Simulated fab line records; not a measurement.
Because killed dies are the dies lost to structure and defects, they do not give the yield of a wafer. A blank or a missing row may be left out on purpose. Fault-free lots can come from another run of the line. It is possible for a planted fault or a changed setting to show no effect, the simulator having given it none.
Matching of chambers || flow gf180mcu || GF_POLY_GATE_ETCH_12 on rie_diel-03 has 4 sister chambers
The step etches BARC in N2/H2. 16 wafers are shown with their chamber, then 8 later ones without.

== WAFERS PAIRED WITH THEIR CHAMBERS ==
{"wafer": "L845.2", "chamber": 0, "drypump_motor_current_A (A)": 5.5, "bias_w (W)": 99.91, "oes_product_au (a.u.)": 0.734}
{"wafer": "L845.3", "chamber": 3, "drypump_motor_current_A (A)": 5.9, "bias_w (W)": 99.86, "oes_product_au (a.u.)": 0.740}
{"wafer": "L845.5", "chamber": 3, "drypump_motor_current_A (A)": 5.9, "bias_w (W)": 99.33, "oes_product_au (a.u.)": 0.738}
{"wafer": "L848.2", "chamber": 1, "drypump_motor_current_A (A)": 5.4, "bias_w (W)": 99.59, "oes_product_au (a.u.)": 0.733}
{"wafer": "L848.4", "chamber": 2, "drypump_motor_current_A (A)": 5.8, "bias_w (W)": 100.49, "oes_product_au (a.u.)": 0.737}
{"wafer": "L848.6", "chamber": 3, "drypump_motor_current_A (A)": 5.8, "bias_w (W)": 100.53, "oes_product_au (a.u.)": 0.735}
{"wafer": "L851.1", "chamber": 0, "drypump_motor_current_A (A)": 5.5, "bias_w (W)": 99.87, "oes_product_au (a.u.)": 0.738}
{"wafer": "L851.2", "chamber": 2, "drypump_motor_current_A (A)": 5.8, "bias_w (W)": 100.06, "oes_product_au (a.u.)": 0.737}
{"wafer": "L851.3", "chamber": 1, "drypump_motor_current_A (A)": 5.4, "bias_w (W)": 99.62, "oes_product_au (a.u.)": 0.734}
{"wafer": "L852.1", "chamber": 0, "drypump_motor_current_A (A)": 5.5, "bias_w (W)": 99.78, "oes_product_au (a.u.)": 0.734}
{"wafer": "L852.3", "chamber": 2, "drypump_motor_current_A (A)": 5.8, "bias_w (W)": 100.21, "oes_product_au (a.u.)": 0.732}
{"wafer": "L852.4", "chamber": 3, "drypump_motor_current_A (A)": 5.9, "bias_w (W)": 99.75, "oes_product_au (a.u.)": 0.735}
{"wafer": "L854.1", "chamber": 2, "drypump_motor_current_A (A)": 5.8, "bias_w (W)": 100.14, "oes_product_au (a.u.)": 0.726}
{"wafer": "L854.2", "chamber": 3, "drypump_motor_current_A (A)": 5.9, "bias_w (W)": 99.54, "oes_product_au (a.u.)": 0.731}
{"wafer": "L854.6", "chamber": 1, "drypump_motor_current_A (A)": 5.4, "bias_w (W)": 99.34, "oes_product_au (a.u.)": 0.731}
{"wafer": "L856.2", "chamber": 2, "drypump_motor_current_A (A)": 5.8, "bias_w (W)": 99.96, "oes_product_au (a.u.)": 0.734}

SIGNATURES, as means of the wafers listed above
{"reading": "drypump_motor_current_A", "chamber 0": 5.500, "chamber 1": 5.400, "chamber 2": 5.800, "chamber 3": 5.880, "scatter within a chamber": 0.0258}
{"reading": "bias_w", "chamber 0": 99.8533, "chamber 1": 99.5167, "chamber 2": 100.1720, "chamber 3": 99.8020, "scatter within a chamber": 0.295}
{"reading": "oes_product_au", "chamber 0": 0.73533, "chamber 1": 0.73267, "chamber 2": 0.73320, "chamber 3": 0.73580, "scatter within a chamber": 0.00348}
Rule: distance of a wafer from a chamber = root of the sum over the readings of ((wafer's reading minus chamber's mean) / reading's scatter) squared. The wafer belongs to the nearest chamber; if the next one is less than 2 further off, it can't be placed. The scatter: the root of (the sum of the squares of (reading less its chamber's mean) over the shown wafers, divided by (wafers less chambers)).

== WAFERS MISSING THEIR CHAMBER ==
{"wafer": "L856.3", "drypump_motor_current_A (A)": 5.9, "bias_w (W)": 99.82, "oes_product_au (a.u.)": 0.734}
{"wafer": "L856.6", "drypump_motor_current_A (A)": 5.5, "bias_w (W)": 100.22, "oes_product_au (a.u.)": 0.735}
{"wafer": "L862.2", "drypump_motor_current_A (A)": 5.8, "bias_w (W)": 99.41, "oes_product_au (a.u.)": 0.740}
{"wafer": "L862.3", "drypump_motor_current_A (A)": 5.8, "bias_w (W)": 99.90, "oes_product_au (a.u.)": 0.728}
{"wafer": "L862.5", "drypump_motor_current_A (A)": 5.9, "bias_w (W)": 99.93, "oes_product_au (a.u.)": 0.735}
{"wafer": "L863.2", "drypump_motor_current_A (A)": 5.4, "bias_w (W)": 99.89, "oes_product_au (a.u.)": 0.737}
{"wafer": "L863.5", "drypump_motor_current_A (A)": 5.8, "bias_w (W)": 100.11, "oes_product_au (a.u.)": 0.730}
{"wafer": "L863.6", "drypump_motor_current_A (A)": 5.9, "bias_w (W)": 100.45, "oes_product_au (a.u.)": 0.741}

== THE CHAMBER EACH PASSED THROUGH ==
{"wafer": "L856.3", "from the rows above": 3, "in truth": 3}
{"wafer": "L856.6", "from the rows above": 0, "in truth": 0}
{"wafer": "L862.2", "from the rows above": "can't be placed: 2 or 3", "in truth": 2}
{"wafer": "L862.3", "from the rows above": 2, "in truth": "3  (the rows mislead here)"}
{"wafer": "L862.5", "from the rows above": 3, "in truth": 3}
{"wafer": "L863.2", "from the rows above": 1, "in truth": 1}
{"wafer": "L863.5", "from the rows above": 2, "in truth": 2}
{"wafer": "L863.6", "from the rows above": "can't be placed: 3 or 2", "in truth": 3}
Placed correctly: 5 of 8. Unplaceable from these rows: 2, with the true chamber sitting among the candidates in 2. Number placed wrongly: 1.
